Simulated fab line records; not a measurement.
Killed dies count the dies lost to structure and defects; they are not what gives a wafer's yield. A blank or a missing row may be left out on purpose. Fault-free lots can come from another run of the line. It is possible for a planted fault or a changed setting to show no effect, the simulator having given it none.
fab line records ; flow gf180mcu
record: lots: 24; wafers: 72; last_day: 34
route steps=602 shown M2@368 V3@430 M4@458 MIM@505
lots that met no fault: from a run of the same line without faults
start_h: hours from the record's first day to the start of the lot's first wafer shown ; wait_h: how many hours have passed since the lot's step before this one ; " the same as in the row above ; L1.1+2: several wafers, shown together as one row ; - either no value or no given start ; * or withheld: withheld ; < > ~ a bound
route shown NAME@n: NAME is a module with steps in the file, n the number in the route of the first one ; usual: the fault-free wafers' mean and standard deviation ; same: alike in all rows ; chamber/n: place in a boat ; sites: the reading at each site ; _std_site: standard deviation of those values ; _edge_site: outer sites' mean less inner sites' ; radius_mm: for every site, how far away it sits from the centre of the wafer ; mask NAME#n: copy n ; behind: the tool/chamber that last shaped the wafer ; hold: why the lot was held/for how many hours/how that ended ; device: which transistor (n, p or np) failed to switch ; end of line: tests run on the same wafers once the route is complete ; a step without rows: its recipe alone ; killed: not the wafer's yield, but the dies lost to structure and defects at the first sort ; map: dies across one wafer; x = killed, . = not, _ = none there
set.NAME: the setting as run; set.NAME@STEP: as run at that earlier step ; model.NAME: the simulator's own value behind a step, which no gauge read
steps of the route over a sample of lots; a table a step, a row a wafer
services: the hour from which a tool's chamber was out of use, counted from the record's first day as start_h (under 0 if before that day), plus the number of hours and why
== steps ==
step: GF_M2_THK_MEAS_06
recipe: thk_meas_gauge: xrf; reads: AlCu_of_M2_SPUTTER_02
usual: M2_ALCU_THK: 463/5.1
lot.wafer;tool;chamber;start_h;wait_h;M2_ALCU_THK[nm]
L074.4;film_metro-04;-;406.06;0.1;471
L074.5;film_metro-04;-;406.06;0.1;464
L074.6;film_metro-04;-;406.06;0.1;466
L075.4;film_metro-04;-;420.76;0.1;466
L075.5;film_metro-04;-;420.76;0.1;457
L075.6;film_metro-04;-;420.76;0.1;459
L076.2;film_metro-04;-;431.54;0.1;468
L076.3;film_metro-04;-;431.54;0.1;467
L076.4;film_metro-04;-;431.54;0.1;468
L077.1;film_metro-04;-;434.79;0.1;454
L077.2;film_metro-04;-;434.79;0.1;456
L077.6;film_metro-04;-;434.79;0.1;460
L078.1;film_metro-03;-;451.44;0.1;462
L078.4;film_metro-03;-;451.44;0.1;463
L078.5;film_metro-03;-;451.44;0.1;468
L079.2;film_metro-02;-;457.80;0.1;463
L079.4;film_metro-02;-;457.80;0.1;467
L079.6;film_metro-02;-;457.80;0.1;471
L080.1;film_metro-02;-;461.54;0.1;465
L080.4;film_metro-02;-;461.54;0.1;465
L080.6;film_metro-02;-;461.54;0.1;464
L081.3;film_metro-04;-;483.58;0.1;463
L081.5;film_metro-04;-;483.58;0.1;461
L081.6;film_metro-04;-;483.58;0.1;464
L082.2;film_metro-04;-;485.13;0.1;454
L082.5;film_metro-04;-;485.13;0.1;462
L082.6;film_metro-04;-;485.13;0.1;466
L083.1;film_metro-03;-;491.84;0.1;461
L083.3;film_metro-03;-;491.84;0.1;469
L083.4;film_metro-03;-;491.84;0.1;462
L084.1;film_metro-04;-;505.43;0.1;461
L084.3;film_metro-04;-;505.43;0.1;459
L084.5;film_metro-04;-;505.43;0.1;462
L085.3;film_metro-04;-;514.63;0.1;461
L085.5;film_metro-04;-;514.63;0.1;472
L085.6;film_metro-04;-;514.63;0.1;469
L086.1;film_metro-02;-;523.07;0.1;458
L086.4;film_metro-02;-;523.07;0.1;458
L086.6;film_metro-02;-;523.07;0.1;455
L087.1;film_metro-04;-;531.00;0.1;463
L087.2;film_metro-04;-;531.00;0.1;464
L087.4;film_metro-04;-;531.00;0.1;461
L088.2;film_metro-04;-;542.30;0.1;464
L088.3;film_metro-04;-;542.30;0.1;470
L088.5;film_metro-04;-;542.30;0.1;464
L089.2;film_metro-03;-;550.05;0.1;464
L089.3;film_metro-03;-;550.05;0.1;458
L089.4;film_metro-03;-;550.05;0.1;459
L090.2;film_metro-02;-;553.98;0.1;472
L090.5;film_metro-02;-;553.98;0.1;466
L090.6;film_metro-02;-;553.98;0.1;470
L091.2;film_metro-02;-;563.40;0.1;463
L091.4;film_metro-02;-;563.40;0.1;468
L091.5;film_metro-02;-;563.40;0.1;467
L092.4;film_metro-03;-;570.66;0.1;463
L092.5;film_metro-03;-;570.66;0.1;464
L092.6;film_metro-03;-;570.66;0.1;456
L093.3;film_metro-02;-;576.48;0.1;467
L093.5;film_metro-02;-;576.48;0.1;468
L093.6;film_metro-02;-;576.48;0.1;459
L094.1;film_metro-02;-;582.22;0.1;467
L094.2;film_metro-02;-;582.22;0.1;464
L094.6;film_metro-02;-;582.22;0.1;462
L095.1;film_metro-02;-;592.13;0.1;464
L095.2;film_metro-02;-;592.13;0.1;455
L095.3;film_metro-02;-;592.13;0.1;459
L096.2;film_metro-02;-;601.29;0.1;452
L096.3;film_metro-02;-;601.29;0.1;451
L096.4;film_metro-02;-;601.29;0.1;451
L097.1;film_metro-03;-;607.74;0.1;471
L097.5;film_metro-03;-;607.74;0.1;472
L097.6;film_metro-03;-;607.74;0.1;468
step: GF_V3_THK_MEAS_01
recipe: reads: SiO2_of_V3_CVD_00
usual: V3_CVD_00_THK: 604/6.3
lot.wafer;tool;chamber;start_h;wait_h;V3_CVD_00_THK[nm]
L074.4;film_metro-04;-;481.31;0.0;606
L074.5;film_metro-04;-;481.31;0.0;607
L074.6;film_metro-04;-;481.31;0.0;609
L075.4;film_metro-01;-;497.10;0.0;599
L075.5;film_metro-01;-;497.10;0.0;599
L075.6;film_metro-01;-;497.10;0.0;599
L076.2;film_metro-01;-;506.43;0.0;609
L076.3;film_metro-01;-;506.43;0.0;613
L076.4;film_metro-01;-;506.43;0.0;603
L077.1;film_metro-01;-;510.86;0.0;609
L077.2;film_metro-01;-;510.86;0.0;609
L077.6;film_metro-01;-;510.86;0.0;612
L078.1;film_metro-01;-;526.87;0.0;621
L078.4;film_metro-01;-;526.87;0.0;614
L078.5;film_metro-01;-;526.87;0.0;618
L079.2;film_metro-04;-;533.89;0.0;597
L079.4;film_metro-04;-;533.89;0.0;606
L079.6;film_metro-04;-;533.89;0.0;608
L080.1;film_metro-04;-;537.98;0.0;591
L080.4;film_metro-04;-;537.98;0.0;592
L080.6;film_metro-04;-;537.98;0.0;593
L081.3;film_metro-02;-;559.06;0.1;602
L081.5;film_metro-02;-;559.06;0.1;610
L081.6;film_metro-02;-;559.06;0.1;602
L082.2;film_metro-04;-;559.16;0.0;600
L082.5;film_metro-04;-;559.16;0.0;600
L082.6;film_metro-04;-;559.16;0.0;600
L083.1;film_metro-04;-;563.99;0.1;607
L083.3;film_metro-04;-;563.99;0.1;597
L083.4;film_metro-04;-;563.99;0.1;606
L084.1;film_metro-02;-;579.96;0.0;600
L084.3;film_metro-02;-;579.96;0.0;614
L084.5;film_metro-02;-;579.96;0.0;610
L085.3;film_metro-04;-;586.33;0.1;603
L085.5;film_metro-04;-;586.33;0.1;604
L085.6;film_metro-04;-;586.33;0.1;594
L086.1;film_metro-04;-;593.81;0.0;599
L086.4;film_metro-04;-;593.81;0.0;602
L086.6;film_metro-04;-;593.81;0.0;592
L087.1;film_metro-04;-;600.92;0.0;603
L087.2;film_metro-04;-;600.92;0.0;601
L087.4;film_metro-04;-;600.92;0.0;597
L088.2;film_metro-01;-;610.96;0.0;605
L088.3;film_metro-01;-;610.96;0.0;598
L088.5;film_metro-01;-;610.96;0.0;594
L089.2;film_metro-01;-;618.30;0.0;610
L089.3;film_metro-01;-;618.30;0.0;611
L089.4;film_metro-01;-;618.30;0.0;606
L090.2;film_metro-04;-;621.78;0.0;603
L090.5;film_metro-04;-;621.78;0.0;609
L090.6;film_metro-04;-;621.78;0.0;597
L091.2;film_metro-04;-;630.59;0.0;603
L091.4;film_metro-04;-;630.59;0.0;598
L091.5;film_metro-04;-;630.59;0.0;598
L092.4;film_metro-04;-;636.09;0.0;607
L092.5;film_metro-04;-;636.09;0.0;602
L092.6;film_metro-04;-;636.09;0.0;615
L093.3;film_metro-02;-;641.72;0.1;598
L093.5;film_metro-02;-;641.72;0.1;599
L093.6;film_metro-02;-;641.72;0.1;598
L094.1;film_metro-01;-;646.91;0.0;597
L094.2;film_metro-01;-;646.91;0.0;598
L094.6;film_metro-01;-;646.91;0.0;598
L095.1;film_metro-04;-;656.62;0.0;603
L095.2;film_metro-04;-;656.62;0.0;607
L095.3;film_metro-04;-;656.62;0.0;600
L096.2;film_metro-04;-;665.07;0.0;607
L096.3;film_metro-04;-;665.07;0.0;603
L096.4;film_metro-04;-;665.07;0.0;603
L097.1;film_metro-02;-;670.90;0.0;596
L097.5;film_metro-02;-;670.90;0.0;593
L097.6;film_metro-02;-;670.90;0.0;605
step: GF_V3_THK_MEAS_03
recipe: reads: SiO2_of_V3_CVD_02
usual: V3_CVD_02_THK: 847/12
lot.wafer;tool;chamber;start_h;wait_h;V3_CVD_02_THK[nm]
L074.4;film_metro-02;-;481.44;0.0;871
L074.5;film_metro-02;-;481.44;0.0;851
L074.6;film_metro-02;-;481.44;0.0;862
L075.4;film_metro-02;-;497.23;0.0;844
L075.5;film_metro-02;-;497.23;0.0;840
L075.6;film_metro-02;-;497.23;0.0;848
L076.2;film_metro-04;-;506.56;0.0;842
L076.3;film_metro-04;-;506.56;0.0;852
L076.4;film_metro-04;-;506.56;0.0;858
L077.1;film_metro-04;-;510.99;0.0;850
L077.2;film_metro-04;-;510.99;0.0;841
L077.6;film_metro-04;-;510.99;0.0;824
L078.1;film_metro-02;-;526.99;0.0;845
L078.4;film_metro-02;-;526.99;0.0;841
L078.5;film_metro-02;-;526.99;0.0;859
L079.2;film_metro-04;-;534.01;0.0;839
L079.4;film_metro-04;-;534.01;0.0;856
L079.6;film_metro-04;-;534.01;0.0;850
L080.1;film_metro-01;-;538.11;0.0;840
L080.4;film_metro-01;-;538.11;0.0;862
L080.6;film_metro-01;-;538.11;0.0;866
L081.3;film_metro-01;-;559.19;0.1;832
L081.5;film_metro-01;-;559.19;0.1;844
L081.6;film_metro-01;-;559.19;0.1;842
L082.2;film_metro-04;-;559.29;0.0;845
L082.5;film_metro-04;-;559.29;0.0;860
L082.6;film_metro-04;-;559.29;0.0;861
L083.1;film_metro-02;-;564.12;0.0;830
L083.3;film_metro-02;-;564.12;0.0;832
L083.4;film_metro-02;-;564.12;0.0;841
L084.1;film_metro-04;-;580.09;0.0;860
L084.3;film_metro-04;-;580.09;0.0;858
L084.5;film_metro-04;-;580.09;0.0;873
L085.3;film_metro-01;-;586.46;0.1;852
L085.5;film_metro-01;-;586.46;0.1;853
L085.6;film_metro-01;-;586.46;0.1;862
L086.1;film_metro-04;-;593.94;0.0;832
L086.4;film_metro-04;-;593.94;0.0;838
L086.6;film_metro-04;-;593.94;0.0;843
L087.1;film_metro-01;-;601.05;0.0;835
L087.2;film_metro-01;-;601.05;0.0;845
L087.4;film_metro-01;-;601.05;0.0;868
L088.2;film_metro-04;-;611.09;0.0;845
L088.3;film_metro-04;-;611.09;0.0;837
L088.5;film_metro-04;-;611.09;0.0;852
L089.2;film_metro-02;-;618.43;0.0;836
L089.3;film_metro-02;-;618.43;0.0;838
L089.4;film_metro-02;-;618.43;0.0;847
L090.2;film_metro-04;-;621.91;0.0;841
L090.5;film_metro-04;-;621.91;0.0;860
L090.6;film_metro-04;-;621.91;0.0;851
L091.2;film_metro-02;-;630.72;0.0;846
L091.4;film_metro-02;-;630.72;0.0;846
L091.5;film_metro-02;-;630.72;0.0;851
L092.4;film_metro-02;-;636.22;0.0;862
L092.5;film_metro-02;-;636.22;0.0;866
L092.6;film_metro-02;-;636.22;0.0;869
L093.3;film_metro-04;-;641.85;0.1;836
L093.5;film_metro-04;-;641.85;0.1;861
L093.6;film_metro-04;-;641.85;0.1;846
L094.1;film_metro-02;-;647.04;0.0;854
L094.2;film_metro-02;-;647.04;0.0;858
L094.6;film_metro-02;-;647.04;0.0;850
L095.1;film_metro-01;-;656.75;0.0;830
L095.2;film_metro-01;-;656.75;0.0;829
L095.3;film_metro-01;-;656.75;0.0;839
L096.2;film_metro-02;-;665.20;0.0;835
L096.3;film_metro-02;-;665.20;0.0;843
L096.4;film_metro-02;-;665.20;0.0;867
L097.1;film_metro-01;-;671.03;0.0;841
L097.5;film_metro-01;-;671.03;0.0;858
L097.6;film_metro-01;-;671.03;0.0;860
step: GF_V3_CMP_26
recipe: stop_on: SiO2; down_force_psi: 3.5; platen_rpm: 60; t_overpolish_s: 15; target_thk_nm: 0; pad_velocity_m_s: 0.94248
usual: motor_current_A: 10.9/1.2; overpolish_run_s: 15.000/0.0086; time_to_endpoint_s: 84/3.3
lot.wafer;tool;chamber;start_h;wait_h;motor_current_A;overpolish_run_s;time_to_endpoint_s
L074.4;cmp-02;2;507.03;0.1;11.6;15.007;82
L074.6;cmp-02;1;507.03;0.1;10.0;14.982;82
L074.5;cmp-02;2;507.03;0.1;11.8;15.000;87
L075.4;cmp-01;2;522.74;0.1;10.8;14.984;82
L075.5;cmp-01;0;522.74;0.1;9.9;14.995;85
L075.6;cmp-01;1;522.74;0.1;12.2;14.994;81
L076.4;cmp-02;1;532.15;0.0;10.6;14.984;87
L076.3;cmp-02;2;532.15;0.0;11.9;14.994;86
L076.2;cmp-02;0;532.15;0.0;12.8;14.995;86
L077.2;cmp-02;0;536.64;0.1;12.6;15.001;81
L077.1;cmp-02;1;536.64;0.1;10.4;14.998;85
L077.6;cmp-02;3;536.64;0.1;10.6;14.998;86
L078.1;cmp-01;1;552.46;0.1;12.3;14.997;83
L078.4;cmp-01;2;552.46;0.1;10.1;14.996;80
L078.5;cmp-01;0;552.46;0.1;9.8;14.999;85
L079.2;cmp-02;3;558.56;0.0;9.9;14.989;86
L079.4;cmp-02;1;558.56;0.0;9.6;15.010;81
L079.6;cmp-02;3;558.56;0.0;9.9;15.003;86
L080.1;cmp-02;2;562.99;0.1;11.7;15.008;84
L080.4;cmp-02;3;562.99;0.1;10.0;14.983;89
L080.6;cmp-02;1;562.99;0.1;9.9;15.017;85
L081.3;cmp-02;2;582.83;0.1;11.6;15.002;88
L081.5;cmp-02;1;582.83;0.1;10.2;15.004;84
L081.6;cmp-02;2;582.83;0.1;11.8;14.993;86
L082.2;cmp-02;1;583.62;0.2;10.5;14.999;83
L082.6;cmp-02;2;583.62;0.2;11.4;15.020;82
L082.5;cmp-02;3;583.62;0.2;10.1;14.993;87
L083.1;cmp-01;0;587.74;0.1;9.2;14.998;81
L083.3;cmp-01;1;587.74;0.1;12.2;14.991;81
L083.4;cmp-01;2;587.74;0.1;10.8;14.999;76
L084.1;cmp-02;3;602.44;0.1;9.5;14.992;87
L084.3;cmp-02;2;602.44;0.1;11.4;14.994;86
L084.5;cmp-02;3;602.44;0.1;10.2;15.005;88
L085.3;cmp-02;1;609.30;0.1;9.8;15.007;88
L085.6;cmp-02;0;609.30;0.1;12.6;15.016;83
L085.5;cmp-02;1;609.30;0.1;11.0;15.004;87
L086.4;cmp-02;3;616.49;0.1;9.8;14.992;91
L086.1;cmp-02;0;616.49;0.1;12.7;14.995;83
L086.6;cmp-02;1;616.49;0.1;9.9;15.006;83
L087.2;cmp-01;0;622.94;0.0;9.2;15.011;87
L087.4;cmp-01;1;622.94;0.0;12.2;14.999;82
L087.1;cmp-01;2;622.94;0.0;10.7;15.007;81
L088.2;cmp-01;1;632.79;0.1;12.4;15.007;81
L088.3;cmp-01;3;632.79;0.1;9.9;14.984;82
L088.5;cmp-01;2;632.79;0.1;10.6;14.992;82
L089.2;cmp-01;3;639.72;0.1;10.3;15.011;82
L089.4;cmp-01;0;639.72;0.1;9.5;15.009;83
L089.3;cmp-01;1;639.72;0.1;11.8;14.991;78
L090.2;cmp-01;3;643.54;0.0;10.2;14.988;81
L090.5;cmp-01;3;643.54;0.0;9.7;15.009;80
L090.6;cmp-01;0;643.54;0.0;9.9;15.002;86
L091.4;cmp-02;2;652.45;0.1;11.2;14.990;88
L091.2;cmp-02;0;652.45;0.1;12.9;14.993;85
L091.5;cmp-02;1;652.45;0.1;9.8;15.000;89
L092.4;cmp-02;0;657.46;0.2;12.7;14.989;85
L092.6;cmp-02;1;657.46;0.2;9.9;15.011;88
L092.5;cmp-02;2;657.46;0.2;11.7;14.990;83
L093.3;cmp-01;0;663.66;0.0;9.9;14.998;86
L093.5;cmp-01;0;663.66;0.0;9.8;15.003;88
L093.6;cmp-01;1;663.66;0.0;12.3;14.996;83
L094.2;cmp-01;2;669.04;0.1;10.8;15.017;83
L094.1;cmp-01;3;669.04;0.1;10.2;14.997;80
L094.6;cmp-01;1;669.04;0.1;12.1;15.005;82
L095.2;cmp-02;0;677.59;0.0;12.6;15.008;81
L095.1;cmp-02;2;677.59;0.0;12.2;14.989;85
L095.3;cmp-02;3;677.59;0.0;9.8;15.014;91
L096.3;cmp-01;0;686.07;0.0;8.8;15.003;83
L096.2;cmp-01;2;686.07;0.0;10.9;14.998;81
L096.4;cmp-01;3;686.07;0.0;10.2;14.998;78
L097.1;cmp-01;3;691.61;0.1;9.8;14.987;75
L097.5;cmp-01;1;691.61;0.1;12.4;15.003;78
L097.6;cmp-01;2;691.61;0.1;10.7;15.015;75
step: GF_M4_SPUTTER_02
recipe: material: AlCu; target_thk_nm: 450; power_w: 10600; time_s: 23.9; chamber_pressure_pa: 0.4
usual: throttle_valve_pct: 29.6/0.99
lot.wafer;tool;chamber;start_h;wait_h;throttle_valve_pct
L074.4;pvd_sputter-01;-;507.42;0.0;29.8
L074.5;pvd_sputter-01;-;507.42;0.0;29.9
L074.6;pvd_sputter-01;-;507.42;0.0;29.9
L075.4;pvd_sputter-01;-;523.07;0.0;28.5
L075.5;pvd_sputter-01;-;523.07;0.0;29.8
L075.6;pvd_sputter-01;-;523.07;0.0;28.5
L076.2;pvd_sputter-01;-;532.58;0.0;30.0
L076.3;pvd_sputter-01;-;532.58;0.0;29.7
L076.4;pvd_sputter-01;-;532.58;0.0;28.1
L077.1;pvd_sputter-04;-;537.02;0.0;29.1
L077.2;pvd_sputter-04;-;537.02;0.0;31.6
L077.6;pvd_sputter-04;-;537.02;0.0;29.8
L078.1;pvd_sputter-02;-;552.79;0.0;29.7
L078.4;pvd_sputter-02;-;552.79;0.0;31.1
L078.5;pvd_sputter-02;-;552.79;0.0;29.4
L079.2;pvd_sputter-02;-;558.99;0.0;31.4
L079.4;pvd_sputter-02;-;558.99;0.0;29.3
L079.6;pvd_sputter-02;-;558.99;0.0;29.4
L080.1;pvd_sputter-01;-;563.37;0.0;28.5
L080.4;pvd_sputter-01;-;563.37;0.0;28.3
L080.6;pvd_sputter-01;-;563.37;0.0;29.8
L081.3;pvd_sputter-04;-;583.21;0.0;31.8
L081.5;pvd_sputter-04;-;583.21;0.0;31.8
L081.6;pvd_sputter-04;-;583.21;0.0;28.7
L082.2;pvd_sputter-02;-;583.90;0.0;29.5
L082.5;pvd_sputter-02;-;583.90;0.0;30.2
L082.6;pvd_sputter-02;-;583.90;0.0;29.5
L083.1;pvd_sputter-01;-;588.17;0.0;28.5
L083.3;pvd_sputter-01;-;588.17;0.0;30.1
L083.4;pvd_sputter-01;-;588.17;0.0;28.2
L084.1;pvd_sputter-02;-;602.87;0.0;29.8
L084.3;pvd_sputter-02;-;602.87;0.0;31.3
L084.5;pvd_sputter-02;-;602.87;0.0;29.9
L085.3;pvd_sputter-02;-;609.68;0.0;31.0
L085.5;pvd_sputter-02;-;609.68;0.0;29.5
L085.6;pvd_sputter-02;-;609.68;0.0;29.3
L086.1;pvd_sputter-01;-;616.82;0.0;28.3
L086.4;pvd_sputter-01;-;616.82;0.0;30.0
L086.6;pvd_sputter-01;-;616.82;0.0;28.5
L087.1;pvd_sputter-04;-;623.37;0.0;31.7
L087.2;pvd_sputter-04;-;623.37;0.0;29.4
L087.4;pvd_sputter-04;-;623.37;0.0;29.0
L088.2;pvd_sputter-02;-;633.22;0.0;29.8
L088.3;pvd_sputter-02;-;633.22;0.0;29.8
L088.5;pvd_sputter-02;-;633.22;0.0;29.7
L089.2;pvd_sputter-02;-;640.11;0.0;30.0
L089.3;pvd_sputter-02;-;640.11;0.0;29.5
L089.4;pvd_sputter-02;-;640.11;0.0;29.6
L090.2;pvd_sputter-04;-;643.97;0.0;28.7
L090.5;pvd_sputter-04;-;643.97;0.0;29.2
L090.6;pvd_sputter-04;-;643.97;0.0;31.6
L091.2;pvd_sputter-01;-;652.83;0.0;28.6
L091.4;pvd_sputter-01;-;652.83;0.0;29.7
L091.5;pvd_sputter-01;-;652.83;0.0;28.6
L092.4;pvd_sputter-01;-;657.74;0.0;29.7
L092.5;pvd_sputter-01;-;657.74;0.0;28.5
L092.6;pvd_sputter-01;-;657.74;0.0;28.8
L093.3;pvd_sputter-04;-;664.09;0.0;29.3
L093.5;pvd_sputter-04;-;664.09;0.0;29.2
L093.6;pvd_sputter-04;-;664.09;0.0;29.3
L094.1;pvd_sputter-04;-;669.42;0.0;29.3
L094.2;pvd_sputter-04;-;669.42;0.0;31.7
L094.6;pvd_sputter-04;-;669.42;0.0;28.8
L095.1;pvd_sputter-01;-;678.02;0.0;28.5
L095.2;pvd_sputter-01;-;678.02;0.0;30.0
L095.3;pvd_sputter-01;-;678.02;0.0;28.3
L096.2;pvd_sputter-02;-;686.50;0.0;29.9
L096.3;pvd_sputter-02;-;686.50;0.0;29.8
L096.4;pvd_sputter-02;-;686.50;0.0;29.7
L097.1;pvd_sputter-04;-;691.94;0.0;31.7
L097.5;pvd_sputter-04;-;691.94;0.0;29.4
L097.6;pvd_sputter-04;-;691.94;0.0;31.8
step: GF_MIM_SPUTTER_02
recipe: material: AlCu; target_thk_nm: 450; power_w: 10600; time_s: 23.9; chamber_pressure_pa: 0.4
usual: throttle_valve_pct: 29.7/1.1
lot.wafer;tool;chamber;start_h;wait_h;throttle_valve_pct
L074.4;pvd_sputter-04;-;558.63;0.0;29.8
L074.5;pvd_sputter-04;-;558.63;0.0;29.0
L074.6;pvd_sputter-04;-;558.63;0.0;28.7
L075.4;pvd_sputter-04;-;571.88;0.0;28.8
L075.5;pvd_sputter-04;-;571.88;0.0;29.5
L075.6;pvd_sputter-04;-;571.88;0.0;31.6
L076.2;pvd_sputter-04;-;581.71;0.0;29.1
L076.3;pvd_sputter-04;-;581.71;0.0;29.4
L076.4;pvd_sputter-04;-;581.71;0.0;28.7
L077.1;pvd_sputter-01;-;585.87;0.0;30.1
L077.2;pvd_sputter-01;-;585.87;0.0;28.2
L077.6;pvd_sputter-01;-;585.87;0.0;28.2
L078.1;pvd_sputter-01;-;598.47;0.0;28.7
L078.4;pvd_sputter-01;-;598.47;0.0;29.9
L078.5;pvd_sputter-01;-;598.47;0.0;28.4
L079.2;pvd_sputter-01;-;605.11;0.0;28.5
L079.4;pvd_sputter-01;-;605.11;0.0;29.8
L079.6;pvd_sputter-01;-;605.11;0.0;28.8
L080.1;pvd_sputter-03;-;609.18;0.0;28.5
L080.4;pvd_sputter-03;-;609.18;0.0;31.8
L080.6;pvd_sputter-03;-;609.18;0.0;28.5
L081.3;pvd_sputter-03;-;627.53;0.0;29.9
L081.5;pvd_sputter-03;-;627.53;0.0;29.8
L081.6;pvd_sputter-03;-;627.53;0.0;31.7
L082.2;pvd_sputter-01;-;628.48;0.0;28.4
L082.5;pvd_sputter-01;-;628.48;0.0;29.8
L082.6;pvd_sputter-01;-;628.48;0.0;28.4
L083.1;pvd_sputter-04;-;632.32;0.0;29.0
L083.3;pvd_sputter-04;-;632.32;0.0;31.9
L083.4;pvd_sputter-04;-;632.32;0.0;29.0
L084.1;pvd_sputter-03;-;646.86;0.0;31.6
L084.3;pvd_sputter-03;-;646.86;0.0;29.7
L084.5;pvd_sputter-03;-;646.86;0.0;31.6
L085.3;pvd_sputter-03;-;653.48;0.0;29.6
L085.5;pvd_sputter-03;-;653.48;0.0;28.3
L085.6;pvd_sputter-03;-;653.48;0.0;31.4
L086.1;pvd_sputter-03;-;659.68;0.0;31.7
L086.4;pvd_sputter-03;-;659.68;0.0;29.7
L086.6;pvd_sputter-03;-;659.68;0.0;30.3
L087.1;pvd_sputter-04;-;666.70;0.0;29.5
L087.2;pvd_sputter-04;-;666.70;0.0;29.2
L087.4;pvd_sputter-04;-;666.70;0.0;31.8
L088.2;pvd_sputter-04;-;676.05;0.0;29.1
L088.3;pvd_sputter-04;-;676.05;0.0;32.1
L088.5;pvd_sputter-04;-;676.05;0.0;29.4
L089.2;pvd_sputter-01;-;681.98;0.0;28.3
L089.3;pvd_sputter-01;-;681.98;0.0;29.7
L089.4;pvd_sputter-01;-;681.98;0.0;28.6
L090.2;pvd_sputter-04;-;686.03;0.0;29.4
L090.5;pvd_sputter-04;-;686.03;0.0;28.7
L090.6;pvd_sputter-04;-;686.03;0.0;31.9
L091.2;pvd_sputter-03;-;695.02;0.0;30.4
L091.4;pvd_sputter-03;-;695.02;0.0;29.6
L091.5;pvd_sputter-03;-;695.02;0.0;29.8
L092.4;pvd_sputter-01;-;699.18;0.0;29.8
L092.5;pvd_sputter-01;-;699.18;0.0;28.2
L092.6;pvd_sputter-01;-;699.18;0.0;30.1
L093.3;pvd_sputter-03;-;704.12;0.0;31.4
L093.5;pvd_sputter-03;-;704.12;0.0;31.5
L093.6;pvd_sputter-03;-;704.12;0.0;30.0
L094.1;pvd_sputter-01;-;710.36;0.0;28.4
L094.2;pvd_sputter-01;-;710.36;0.0;29.9
L094.6;pvd_sputter-01;-;710.36;0.0;29.9
L095.1;pvd_sputter-04;-;718.76;0.0;28.8
L095.2;pvd_sputter-04;-;718.76;0.0;29.8
L095.3;pvd_sputter-04;-;718.76;0.0;31.9
L096.2;pvd_sputter-04;-;725.66;0.0;29.4
L096.3;pvd_sputter-04;-;725.66;0.0;28.7
L096.4;pvd_sputter-04;-;725.66;0.0;29.3
L097.1;pvd_sputter-01;-;731.68;0.0;28.9
L097.5;pvd_sputter-01;-;731.68;0.0;30.0
L097.6;pvd_sputter-01;-;731.68;0.0;28.7
== services ==
tool;chamber;start_h;hours;kind
pvd_sputter-01;-;486.16;3.1;repair
pvd_sputter-04;2;522.95;-;consumable_replace:kit
pvd_sputter-04;2;522.95;18.0;scheduled_down
pvd_sputter-04;2;522.95;18.0;vent_cycle
pvd_sputter-03;-;528.77;2.3;repair
cmp-01;-;572.00;4.0;pm
cmp-01;-;578.91;6.1;repair
pvd_sputter-01;3;578.92;-;consumable_replace:kit
pvd_sputter-01;3;578.92;18.0;scheduled_down
pvd_sputter-01;3;578.92;18.0;vent_cycle
cmp-01;-;604.98;3.6;pm
cmp-02;-;617.42;1.7;repair
pvd_sputter-02;-;623.42;0.7;repair
cmp-02;-;629.26;4.4;pm
cmp-02;-;646.84;2.4;repair
cmp-02;-;649.94;2.2;repair
pvd_sputter-02;-;654.66;1.7;repair
cmp-02;-;669.56;4.5;repair
pvd_sputter-04;1;703.70;-;consumable_replace:kit
pvd_sputter-01;2;707.22;-;consumable_replace:kit
pvd_sputter-01;2;707.22;18.0;scheduled_down
pvd_sputter-01;2;707.22;18.0;vent_cycle
cmp-02;-;711.64;3.3;pm
pvd_sputter-02;-;723.93;13.8;repair
== key ==
fault none
